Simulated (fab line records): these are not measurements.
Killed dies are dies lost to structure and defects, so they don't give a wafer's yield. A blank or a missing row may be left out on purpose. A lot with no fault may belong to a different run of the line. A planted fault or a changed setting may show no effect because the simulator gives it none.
fab line records :: flow sky130 :: part 2 of 2: steps 27 to 37 of 37
[record]
  lots = 5
  wafers = 15
  last_day = 50
route steps=708 shown METAL4@638 VIA4@639 METAL5@661
lots that met no fault: taken from a fault-free run of the same line
start_h: hours from the record's opening day to when the first of the lot's shown wafers began :: wait_h: hours since the lot's step before :: " repeats the value in the row above :: L1.1+2: a single row standing in for several wafers :: - either no value or no given start :: * or withheld: withheld :: < > ~ a bound
route shown NAME@n: a module of which the file shows steps, and the number in the route of the first :: usual: mean and standard deviation over wafers with no fault :: same: alike in all rows :: chamber/n: place in a boat :: sites: per-site readings :: _std_site: standard deviation of those values :: _edge_site: the outer-site mean with the inner-site mean subtracted :: radius_mm: how far each site lies from the wafer's centre :: mask NAME#n: copy n :: behind: the most recent tool/chamber to have shaped the wafer :: hold: the reason the lot was held/the length of the hold in hours/how it ended :: device: which transistor (n, p or np) failed to switch :: end of line: the same wafers' tests at the end of the route :: a step without rows: its recipe alone :: killed: dies that structure and defects cost at the first sort, which is not the same as the wafer's yield :: map: shows each die of a wafer: x if killed, . if not, _ if none is there
set.NAME: the setting that was run; set.NAME@STEP: the one run at that earlier step :: model.NAME: the simulator's own value behind a step, which no gauge read
lots at selected steps of the route; one table per step, one row per wafer
services: a tool's chamber out of use, with start hour (start_h, from the record's first day; less than 0 if before it), hours out, and reason
[[steps]]
[step SKY_METAL5_SPUTTER_03]
[recipe]
  material = Ti
  target_thk_nm = 5
  power_w = 3000
  time_s = 3.3
  chamber_pressure_pa = 0.4
[usual]
  throttle_valve_pct = 29.9/0.95
lot.wafer: L074.2
tool: pvd_sputter-03
chamber: -
start_h: 999.68
wait_h: 0.0
throttle_valve_pct: 29.3

lot.wafer: L074.3
tool: pvd_sputter-03
chamber: -
start_h: 999.68
wait_h: 0.0
throttle_valve_pct: 30.0

lot.wafer: L074.5
tool: pvd_sputter-03
chamber: -
start_h: 999.68
wait_h: 0.0
throttle_valve_pct: 29.0

lot.wafer: L075.1
tool: pvd_sputter-02
chamber: -
start_h: 1012.21
wait_h: 0.0
throttle_valve_pct: 29.4

lot.wafer: L075.2
tool: pvd_sputter-02
chamber: -
start_h: 1012.21
wait_h: 0.0
throttle_valve_pct: 29.6

lot.wafer: L075.4
tool: pvd_sputter-02
chamber: -
start_h: 1012.21
wait_h: 0.0
throttle_valve_pct: 32.2

lot.wafer: L080.2
tool: pvd_sputter-02
chamber: -
start_h: 1043.07
wait_h: 0.0
throttle_valve_pct: 29.3

lot.wafer: L080.3
tool: pvd_sputter-02
chamber: -
start_h: 1043.07
wait_h: 0.0
throttle_valve_pct: 29.4

lot.wafer: L080.4
tool: pvd_sputter-02
chamber: -
start_h: 1043.07
wait_h: 0.0
throttle_valve_pct: 31.8

lot.wafer: L091.1
tool: pvd_sputter-02
chamber: -
start_h: 1111.87
wait_h: 0.0
throttle_valve_pct: 32.1

lot.wafer: L091.2
tool: pvd_sputter-02
chamber: -
start_h: 1111.87
wait_h: 0.0
throttle_valve_pct: 29.3

lot.wafer: L091.3
tool: pvd_sputter-02
chamber: -
start_h: 1111.87
wait_h: 0.0
throttle_valve_pct: 29.4

lot.wafer: L097.1
tool: pvd_sputter-01
chamber: -
start_h: 1144.20
wait_h: 0.0
throttle_valve_pct: 31.4

lot.wafer: L097.4
tool: pvd_sputter-01
chamber: -
start_h: 1144.20
wait_h: 0.0
throttle_valve_pct: 30.2

lot.wafer: L097.5
tool: pvd_sputter-01
chamber: -
start_h: 1144.20
wait_h: 0.0
throttle_valve_pct: 30.2
[step SKY_METAL5_SPUTTER_04]
[recipe]
  material = TiN
  target_thk_nm = 70
  power_w = 6500
  time_s = 58.3
  chamber_pressure_pa = 0.4
[usual]
  throttle_valve_pct = 29.9/0.97
lot.wafer: L074.2
tool: pvd_sputter-03
chamber: -
start_h: 999.70
wait_h: 0.0
throttle_valve_pct: 29.2

lot.wafer: L074.3
tool: pvd_sputter-03
chamber: -
start_h: 999.70
wait_h: 0.0
throttle_valve_pct: 29.7

lot.wafer: L074.5
tool: pvd_sputter-03
chamber: -
start_h: 999.70
wait_h: 0.0
throttle_valve_pct: 29.0

lot.wafer: L075.1
tool: pvd_sputter-02
chamber: -
start_h: 1012.22
wait_h: 0.0
throttle_valve_pct: 29.5

lot.wafer: L075.2
tool: pvd_sputter-02
chamber: -
start_h: 1012.22
wait_h: 0.0
throttle_valve_pct: 29.3

lot.wafer: L075.4
tool: pvd_sputter-02
chamber: -
start_h: 1012.22
wait_h: 0.0
throttle_valve_pct: 32.0

lot.wafer: L080.2
tool: pvd_sputter-02
chamber: -
start_h: 1043.09
wait_h: 0.0
throttle_valve_pct: 29.0

lot.wafer: L080.3
tool: pvd_sputter-02
chamber: -
start_h: 1043.09
wait_h: 0.0
throttle_valve_pct: 29.5

lot.wafer: L080.4
tool: pvd_sputter-02
chamber: -
start_h: 1043.09
wait_h: 0.0
throttle_valve_pct: 32.1

lot.wafer: L091.1
tool: pvd_sputter-02
chamber: -
start_h: 1111.88
wait_h: 0.0
throttle_valve_pct: 32.0

lot.wafer: L091.2
tool: pvd_sputter-02
chamber: -
start_h: 1111.88
wait_h: 0.0
throttle_valve_pct: 29.3

lot.wafer: L091.3
tool: pvd_sputter-02
chamber: -
start_h: 1111.88
wait_h: 0.0
throttle_valve_pct: 29.3

lot.wafer: L097.1
tool: pvd_sputter-01
chamber: -
start_h: 1144.22
wait_h: 0.0
throttle_valve_pct: 31.7

lot.wafer: L097.4
tool: pvd_sputter-01
chamber: -
start_h: 1144.22
wait_h: 0.0
throttle_valve_pct: 30.2

lot.wafer: L097.5
tool: pvd_sputter-01
chamber: -
start_h: 1144.22
wait_h: 0.0
throttle_valve_pct: 30.2
[step SKY_METAL5_RS_MEAS_05]
[recipe]
  thk_meas_gauge = four-point-probe
  reads = TiN_of_METAL5_SPUTTER_04+Ti_of_METAL5_SPUTTER_03+AlCu_of_METAL5_SPUTTER_02+TiN_of_METAL5_SPUTTER_01+Ti_of_METAL5_SPUTTER_00
[usual]
  METAL5_ALCU_RS = 0.02706/0.00028
lot.wafer: L074.2
tool: film_metro-01
chamber: -
start_h: 999.77
wait_h: 0.0
METAL5_ALCU_RS[ohm/sq]: 0.02718

lot.wafer: L074.3
tool: film_metro-01
chamber: -
start_h: 999.77
wait_h: 0.0
METAL5_ALCU_RS[ohm/sq]: 0.0272

lot.wafer: L074.5
tool: film_metro-01
chamber: -
start_h: 999.77
wait_h: 0.0
METAL5_ALCU_RS[ohm/sq]: 0.02735

lot.wafer: L075.1
tool: film_metro-03
chamber: -
start_h: 1012.27
wait_h: 0.0
METAL5_ALCU_RS[ohm/sq]: 0.02699

lot.wafer: L075.2
tool: film_metro-03
chamber: -
start_h: 1012.27
wait_h: 0.0
METAL5_ALCU_RS[ohm/sq]: 0.02685

lot.wafer: L075.4
tool: film_metro-03
chamber: -
start_h: 1012.27
wait_h: 0.0
METAL5_ALCU_RS[ohm/sq]: 0.02659

lot.wafer: L080.2
tool: film_metro-04
chamber: -
start_h: 1043.16
wait_h: 0.0
METAL5_ALCU_RS[ohm/sq]: 0.02662

lot.wafer: L080.3
tool: film_metro-04
chamber: -
start_h: 1043.16
wait_h: 0.0
METAL5_ALCU_RS[ohm/sq]: 0.02697

lot.wafer: L080.4
tool: film_metro-04
chamber: -
start_h: 1043.16
wait_h: 0.0
METAL5_ALCU_RS[ohm/sq]: 0.02721

lot.wafer: L091.1
tool: film_metro-04
chamber: -
start_h: 1111.93
wait_h: 0.0
METAL5_ALCU_RS[ohm/sq]: 0.02705

lot.wafer: L091.2
tool: film_metro-04
chamber: -
start_h: 1111.93
wait_h: 0.0
METAL5_ALCU_RS[ohm/sq]: 0.02711

lot.wafer: L091.3
tool: film_metro-04
chamber: -
start_h: 1111.93
wait_h: 0.0
METAL5_ALCU_RS[ohm/sq]: 0.02695

lot.wafer: L097.1
tool: film_metro-01
chamber: -
start_h: 1144.27
wait_h: 0.0
METAL5_ALCU_RS[ohm/sq]: 0.02692

lot.wafer: L097.4
tool: film_metro-01
chamber: -
start_h: 1144.27
wait_h: 0.0
METAL5_ALCU_RS[ohm/sq]: 0.02699

lot.wafer: L097.5
tool: film_metro-01
chamber: -
start_h: 1144.27
wait_h: 0.0
METAL5_ALCU_RS[ohm/sq]: 0.02736
[step SKY_METAL5_THK_MEAS_06]
[recipe]
  thk_meas_gauge = xrf
  reads = AlCu_of_METAL5_SPUTTER_02
[usual]
  METAL5_ALCU_THK = 1171/14
lot.wafer: L074.2
tool: film_metro-01
chamber: -
start_h: 999.88
wait_h: 0.1
METAL5_ALCU_THK[nm]: 1170

lot.wafer: L074.3
tool: film_metro-01
chamber: -
start_h: 999.88
wait_h: 0.1
METAL5_ALCU_THK[nm]: 1169

lot.wafer: L074.5
tool: film_metro-01
chamber: -
start_h: 999.88
wait_h: 0.1
METAL5_ALCU_THK[nm]: 1162

lot.wafer: L075.1
tool: film_metro-03
chamber: -
start_h: 1012.39
wait_h: 0.1
METAL5_ALCU_THK[nm]: 1178

lot.wafer: L075.2
tool: film_metro-03
chamber: -
start_h: 1012.39
wait_h: 0.1
METAL5_ALCU_THK[nm]: 1183

lot.wafer: L075.4
tool: film_metro-03
chamber: -
start_h: 1012.39
wait_h: 0.1
METAL5_ALCU_THK[nm]: 1185

lot.wafer: L080.2
tool: film_metro-04
chamber: -
start_h: 1043.27
wait_h: 0.1
METAL5_ALCU_THK[nm]: 1189

lot.wafer: L080.3
tool: film_metro-04
chamber: -
start_h: 1043.27
wait_h: 0.1
METAL5_ALCU_THK[nm]: 1168

lot.wafer: L080.4
tool: film_metro-04
chamber: -
start_h: 1043.27
wait_h: 0.1
METAL5_ALCU_THK[nm]: 1177

lot.wafer: L091.1
tool: film_metro-04
chamber: -
start_h: 1112.05
wait_h: 0.1
METAL5_ALCU_THK[nm]: 1161

lot.wafer: L091.2
tool: film_metro-04
chamber: -
start_h: 1112.05
wait_h: 0.1
METAL5_ALCU_THK[nm]: 1170

lot.wafer: L091.3
tool: film_metro-04
chamber: -
start_h: 1112.05
wait_h: 0.1
METAL5_ALCU_THK[nm]: 1170

lot.wafer: L097.1
tool: film_metro-01
chamber: -
start_h: 1144.39
wait_h: 0.1
METAL5_ALCU_THK[nm]: 1175

lot.wafer: L097.4
tool: film_metro-01
chamber: -
start_h: 1144.39
wait_h: 0.1
METAL5_ALCU_THK[nm]: 1171

lot.wafer: L097.5
tool: film_metro-01
chamber: -
start_h: 1144.39
wait_h: 0.1
METAL5_ALCU_THK[nm]: 1153
[step SKY_METAL5_DEHYDRATE_07]
[recipe]
  temp_c = 200
  time_s = 60
[usual]
  exhaust_pa = 45.1/0.86
lot.wafer: L074.2
tool: litho_track-03
chamber: 0
start_h: 1011.34
wait_h: 11.5
exhaust_pa: 46.6

lot.wafer: L074.3
tool: litho_track-03
chamber: 0
start_h: 1011.34
wait_h: 11.5
exhaust_pa: 45.5

lot.wafer: L074.5
tool: litho_track-03
chamber: 0
start_h: 1011.34
wait_h: 11.5
exhaust_pa: 45.8

lot.wafer: L075.1
tool: litho_track-01
chamber: 0
start_h: 1023.12
wait_h: 10.7
exhaust_pa: 46.5

lot.wafer: L075.2
tool: litho_track-01
chamber: 0
start_h: 1023.12
wait_h: 10.7
exhaust_pa: 46.0

lot.wafer: L075.4
tool: litho_track-01
chamber: 0
start_h: 1023.12
wait_h: 10.7
exhaust_pa: 45.8

lot.wafer: L080.2
tool: litho_track-02
chamber: 0
start_h: 1053.96
wait_h: 10.7
exhaust_pa: 45.4

lot.wafer: L080.3
tool: litho_track-02
chamber: 0
start_h: 1053.96
wait_h: 10.7
exhaust_pa: 46.3

lot.wafer: L080.4
tool: litho_track-02
chamber: 0
start_h: 1053.96
wait_h: 10.7
exhaust_pa: 45.0

lot.wafer: L091.1
tool: litho_track-01
chamber: 0
start_h: 1121.22
wait_h: 9.2
exhaust_pa: 44.7

lot.wafer: L091.2
tool: litho_track-01
chamber: 0
start_h: 1121.22
wait_h: 9.2
exhaust_pa: 44.4

lot.wafer: L091.3
tool: litho_track-01
chamber: 0
start_h: 1121.22
wait_h: 9.2
exhaust_pa: 43.7

lot.wafer: L097.1
tool: litho_track-01
chamber: 0
start_h: 1152.52
wait_h: 8.1
exhaust_pa: 45.3

lot.wafer: L097.4
tool: litho_track-01
chamber: 0
start_h: 1152.52
wait_h: 8.1
exhaust_pa: 45.3

lot.wafer: L097.5
tool: litho_track-01
chamber: 0
start_h: 1152.52
wait_h: 8.1
exhaust_pa: 45.3
[step SKY_METAL5_HMDS_08]
[recipe]
  prime_time_s = 60
  prime_temp_c = 120
[usual]
  exhaust_pa = 45.1/0.96
lot.wafer: L074.2
tool: litho_track-03
chamber: 0
start_h: 1011.49
wait_h: 0.1
exhaust_pa: 44.6

lot.wafer: L074.3
tool: litho_track-03
chamber: 0
start_h: 1011.49
wait_h: 0.1
exhaust_pa: 44.5

lot.wafer: L074.5
tool: litho_track-03
chamber: 0
start_h: 1011.49
wait_h: 0.1
exhaust_pa: 44.6

lot.wafer: L075.1
tool: litho_track-01
chamber: 0
start_h: 1023.27
wait_h: 0.1
exhaust_pa: 44.8

lot.wafer: L075.2
tool: litho_track-01
chamber: 0
start_h: 1023.27
wait_h: 0.1
exhaust_pa: 44.8

lot.wafer: L075.4
tool: litho_track-01
chamber: 0
start_h: 1023.27
wait_h: 0.1
exhaust_pa: 44.7

lot.wafer: L080.2
tool: litho_track-02
chamber: 0
start_h: 1054.11
wait_h: 0.1
exhaust_pa: 44.9

lot.wafer: L080.3
tool: litho_track-02
chamber: 0
start_h: 1054.11
wait_h: 0.1
exhaust_pa: 46.8

lot.wafer: L080.4
tool: litho_track-02
chamber: 0
start_h: 1054.11
wait_h: 0.1
exhaust_pa: 45.4

lot.wafer: L091.1
tool: litho_track-01
chamber: 0
start_h: 1121.37
wait_h: 0.1
exhaust_pa: 45.1

lot.wafer: L091.2
tool: litho_track-01
chamber: 0
start_h: 1121.37
wait_h: 0.1
exhaust_pa: 45.2

lot.wafer: L091.3
tool: litho_track-01
chamber: 0
start_h: 1121.37
wait_h: 0.1
exhaust_pa: 45.3

lot.wafer: L097.1
tool: litho_track-01
chamber: 0
start_h: 1152.67
wait_h: 0.1
exhaust_pa: 45.4

lot.wafer: L097.4
tool: litho_track-01
chamber: 0
start_h: 1152.67
wait_h: 0.1
exhaust_pa: 44.5

lot.wafer: L097.5
tool: litho_track-01
chamber: 0
start_h: 1152.67
wait_h: 0.1
exhaust_pa: 44.4
[step SKY_METAL5_COAT_09]
[recipe]
  resist = NOVOLAK
  spin_rpm = 3000
  resist_thk_nm = 1800
[usual]
  exhaust_pa = 44.8/0.94
lot.wafer: L074.2
tool: litho_track-03
chamber: 0
start_h: 1011.64
wait_h: 0.1
exhaust_pa: 45.1

lot.wafer: L074.3
tool: litho_track-03
chamber: 0
start_h: 1011.64
wait_h: 0.1
exhaust_pa: 43.7

lot.wafer: L074.5
tool: litho_track-03
chamber: 0
start_h: 1011.64
wait_h: 0.1
exhaust_pa: 44.6

lot.wafer: L075.1
tool: litho_track-01
chamber: 0
start_h: 1023.42
wait_h: 0.1
exhaust_pa: 45.1

lot.wafer: L075.2
tool: litho_track-01
chamber: 0
start_h: 1023.42
wait_h: 0.1
exhaust_pa: 43.4

lot.wafer: L075.4
tool: litho_track-01
chamber: 0
start_h: 1023.42
wait_h: 0.1
exhaust_pa: 43.2

lot.wafer: L080.2
tool: litho_track-02
chamber: 0
start_h: 1054.26
wait_h: 0.1
exhaust_pa: 46.5

lot.wafer: L080.3
tool: litho_track-02
chamber: 0
start_h: 1054.26
wait_h: 0.1
exhaust_pa: 46.6

lot.wafer: L080.4
tool: litho_track-02
chamber: 0
start_h: 1054.26
wait_h: 0.1
exhaust_pa: 45.5

lot.wafer: L091.1
tool: litho_track-01
chamber: 0
start_h: 1121.52
wait_h: 0.1
exhaust_pa: 44.8

lot.wafer: L091.2
tool: litho_track-01
chamber: 0
start_h: 1121.52
wait_h: 0.1
exhaust_pa: 45.9

lot.wafer: L091.3
tool: litho_track-01
chamber: 0
start_h: 1121.52
wait_h: 0.1
exhaust_pa: 45.2

lot.wafer: L097.1
tool: litho_track-01
chamber: 0
start_h: 1152.82
wait_h: 0.1
exhaust_pa: 45.5

lot.wafer: L097.4
tool: litho_track-01
chamber: 0
start_h: 1152.82
wait_h: 0.1
exhaust_pa: 45.1

lot.wafer: L097.5
tool: litho_track-01
chamber: 0
start_h: 1152.82
wait_h: 0.1
exhaust_pa: 45.3
[step SKY_METAL5_SOFTBAKE_10]
[recipe]
  temp_c = 90
  time_s = 60
  resist = NOVOLAK
[usual]
  exhaust_pa = 45.0/0.88
lot.wafer: L074.2
tool: litho_track-03
chamber: 0
start_h: 1011.79
wait_h: 0.1
exhaust_pa: 44.9

lot.wafer: L074.3
tool: litho_track-03
chamber: 0
start_h: 1011.79
wait_h: 0.1
exhaust_pa: 44.3

lot.wafer: L074.5
tool: litho_track-03
chamber: 0
start_h: 1011.79
wait_h: 0.1
exhaust_pa: 46.0

lot.wafer: L075.1
tool: litho_track-01
chamber: 0
start_h: 1023.57
wait_h: 0.1
exhaust_pa: 44.4

lot.wafer: L075.2
tool: litho_track-01
chamber: 0
start_h: 1023.57
wait_h: 0.1
exhaust_pa: 44.7

lot.wafer: L075.4
tool: litho_track-01
chamber: 0
start_h: 1023.57
wait_h: 0.1
exhaust_pa: 46.3

lot.wafer: L080.2
tool: litho_track-02
chamber: 0
start_h: 1054.41
wait_h: 0.1
exhaust_pa: 44.3

lot.wafer: L080.3
tool: litho_track-02
chamber: 0
start_h: 1054.41
wait_h: 0.1
exhaust_pa: 45.0

lot.wafer: L080.4
tool: litho_track-02
chamber: 0
start_h: 1054.41
wait_h: 0.1
exhaust_pa: 44.4

lot.wafer: L091.1
tool: litho_track-01
chamber: 0
start_h: 1121.67
wait_h: 0.1
exhaust_pa: 44.1

lot.wafer: L091.2
tool: litho_track-01
chamber: 0
start_h: 1121.67
wait_h: 0.1
exhaust_pa: 43.5

lot.wafer: L091.3
tool: litho_track-01
chamber: 0
start_h: 1121.67
wait_h: 0.1
exhaust_pa: 42.2

lot.wafer: L097.1
tool: litho_track-01
chamber: 0
start_h: 1152.97
wait_h: 0.1
exhaust_pa: 45.7

lot.wafer: L097.4
tool: litho_track-01
chamber: 0
start_h: 1152.97
wait_h: 0.1
exhaust_pa: 45.3

lot.wafer: L097.5
tool: litho_track-01
chamber: 0
start_h: 1152.97
wait_h: 0.1
exhaust_pa: 45.9
[step SKY_METAL5_EXPOSE_11]
[recipe]
  mask_id = MM5
  na = 0.6
  source_shape = conventional
  sigma_outer = 0.6
  polarization = unpolarized
  target_cd_nm = 1600
  dose_mj = 190
lot.wafer: L074.2+3+5
tool: iline_stepper-02
chamber: 0
start_h: -
wait_h: -
mask: MM5#0

lot.wafer: L075.1+2+4
tool: iline_stepper-01
chamber: 0
start_h: -
wait_h: -
mask: MM5#0

lot.wafer: L080.2+3+4
tool: iline_stepper-02
chamber: 0
start_h: -
wait_h: -
mask: MM5#0

lot.wafer: L091.1+2+3
tool: iline_stepper-01
chamber: 0
start_h: -
wait_h: -
mask: MM5#0

lot.wafer: L097.1+4+5
tool: iline_stepper-01
chamber: 0
start_h: -
wait_h: -
mask: MM5#0
[step SKY_METAL5_PEB_12]
[recipe]
  temp_c = withheld
  time_s = *
  resist = NOVOLAK
[usual]
  exhaust_pa = 44.8/0.86
lot.wafer: L074.2
tool: litho_track-01
chamber: 0
start_h: -
wait_h: -
exhaust_pa: 43.8

lot.wafer: L074.3
tool: litho_track-01
chamber: 0
start_h: -
wait_h: -
exhaust_pa: 44.4

lot.wafer: L074.5
tool: litho_track-01
chamber: 0
start_h: -
wait_h: -
exhaust_pa: 44.7

lot.wafer: L075.1
tool: litho_track-03
chamber: 0
start_h: -
wait_h: -
exhaust_pa: 45.7

lot.wafer: L075.2
tool: litho_track-03
chamber: 0
start_h: -
wait_h: -
exhaust_pa: 44.9

lot.wafer: L075.4
tool: litho_track-03
chamber: 0
start_h: -
wait_h: -
exhaust_pa: 44.2

lot.wafer: L080.2
tool: litho_track-03
chamber: 0
start_h: -
wait_h: -
exhaust_pa: 44.6

lot.wafer: L080.3
tool: litho_track-03
chamber: 0
start_h: -
wait_h: -
exhaust_pa: 42.9

lot.wafer: L080.4
tool: litho_track-03
chamber: 0
start_h: -
wait_h: -
exhaust_pa: 44.5

lot.wafer: L091.1
tool: litho_track-03
chamber: 0
start_h: -
wait_h: -
exhaust_pa: 45.8

lot.wafer: L091.2
tool: litho_track-03
chamber: 0
start_h: -
wait_h: -
exhaust_pa: 44.6

lot.wafer: L091.3
tool: litho_track-03
chamber: 0
start_h: -
wait_h: -
exhaust_pa: 46.3

lot.wafer: L097.1
tool: litho_track-01
chamber: 0
start_h: -
wait_h: -
exhaust_pa: 44.9

lot.wafer: L097.4
tool: litho_track-01
chamber: 0
start_h: -
wait_h: -
exhaust_pa: 44.9

lot.wafer: L097.5
tool: litho_track-01
chamber: 0
start_h: -
wait_h: -
exhaust_pa: 45.3
[step SKY_METAL5_DEVELOP_13]
[recipe]
  resist = NOVOLAK
  developer = TMAH
  develop_time_s = 60
  dev_temp_c = 23
[usual]
  exhaust_pa = 45.1/0.85
lot.wafer: L074.2
tool: litho_track-01
chamber: 0
start_h: 1022.99
wait_h: 0.1
exhaust_pa: 46.1

lot.wafer: L074.3
tool: litho_track-01
chamber: 0
start_h: 1022.99
wait_h: 0.1
exhaust_pa: 44.4

lot.wafer: L074.5
tool: litho_track-01
chamber: 0
start_h: 1022.99
wait_h: 0.1
exhaust_pa: 44.7

lot.wafer: L075.1
tool: litho_track-03
chamber: 0
start_h: 1034.86
wait_h: 0.1
exhaust_pa: 44.8

lot.wafer: L075.2
tool: litho_track-03
chamber: 0
start_h: 1034.86
wait_h: 0.1
exhaust_pa: 44.9

lot.wafer: L075.4
tool: litho_track-03
chamber: 0
start_h: 1034.86
wait_h: 0.1
exhaust_pa: 43.9

lot.wafer: L080.2
tool: litho_track-03
chamber: 0
start_h: 1064.74
wait_h: 0.1
exhaust_pa: 45.2

lot.wafer: L080.3
tool: litho_track-03
chamber: 0
start_h: 1064.74
wait_h: 0.1
exhaust_pa: 45.7

lot.wafer: L080.4
tool: litho_track-03
chamber: 0
start_h: 1064.74
wait_h: 0.1
exhaust_pa: 44.0

lot.wafer: L091.1
tool: litho_track-03
chamber: 0
start_h: 1130.51
wait_h: 0.1
exhaust_pa: 43.6

lot.wafer: L091.2
tool: litho_track-03
chamber: 0
start_h: 1130.51
wait_h: 0.1
exhaust_pa: 44.0

lot.wafer: L091.3
tool: litho_track-03
chamber: 0
start_h: 1130.51
wait_h: 0.1
exhaust_pa: 45.2

lot.wafer: L097.1
tool: litho_track-01
chamber: 0
start_h: 1161.77
wait_h: 0.1
exhaust_pa: 45.2

lot.wafer: L097.4
tool: litho_track-01
chamber: 0
start_h: 1161.77
wait_h: 0.1
exhaust_pa: 44.8

lot.wafer: L097.5
tool: litho_track-01
chamber: 0
start_h: 1161.77
wait_h: 0.1
exhaust_pa: 44.7
[[services]]
tool: hdpcvd-01
chamber: -
start_h: 950.25
hours: 15.0
kind: pm

tool: pvd_sputter-01
chamber: -
start_h: 956.24
hours: 1.9
kind: repair

tool: pvd_sputter-03
chamber: -
start_h: 964.99
hours: 3.3
kind: repair

tool: rie_diel-03
chamber: -
start_h: 978.67
hours: 0.2
kind: repair

tool: pvd_sputter-01
chamber: -
start_h: 980.33
hours: 1.0
kind: repair

tool: cvd_w-01
chamber: -
start_h: 990.59
hours: 6.9
kind: pm

tool: pvd_sputter-02
chamber: -
start_h: 994.26
hours: 3.7
kind: repair

tool: cvd_w-01
chamber: -
start_h: 1002.42
hours: 6.1
kind: repair

tool: iline_stepper-02
chamber: -
start_h: 1009.45
hours: 1.7
kind: pm

tool: cmp-02
chamber: -
start_h: 1015.80
hours: 0.9
kind: repair

tool: wet_bench-03
chamber: -
start_h: 1018.05
hours: 0.6
kind: repair

tool: pvd_sputter-03
chamber: -
start_h: 1024.61
hours: 1.7
kind: repair

tool: cmp-01
chamber: -
start_h: 1032.61
hours: 0.6
kind: repair

tool: hdpcvd-01
chamber: -
start_h: 1051.16
hours: 2.7
kind: repair

tool: cmp-01
chamber: -
start_h: 1056.19
hours: 0.4
kind: repair

tool: plasma_asher-03
chamber: -
start_h: 1058.40
hours: 7.3
kind: repair

tool: cvd_w-01
chamber: -
start_h: 1061.01
hours: 2.0
kind: repair

tool: cmp-01
chamber: -
start_h: 1061.13
hours: 0.9
kind: repair

tool: iline_stepper-01
chamber: -
start_h: 1064.67
hours: 1.7
kind: pm

tool: cmp-02
chamber: -
start_h: 1090.84
hours: 4.0
kind: pm

tool: iline_stepper-02
chamber: -
start_h: 1108.39
hours: 3.2
kind: repair

tool: pvd_sputter-01
chamber: -
start_h: 1120.98
hours: 1.0
kind: repair

tool: pvd_sputter-03
chamber: -
start_h: 1127.23
hours: 1.3
kind: repair

tool: cmp-02
chamber: -
start_h: 1155.83
hours: 5.1
kind: repair
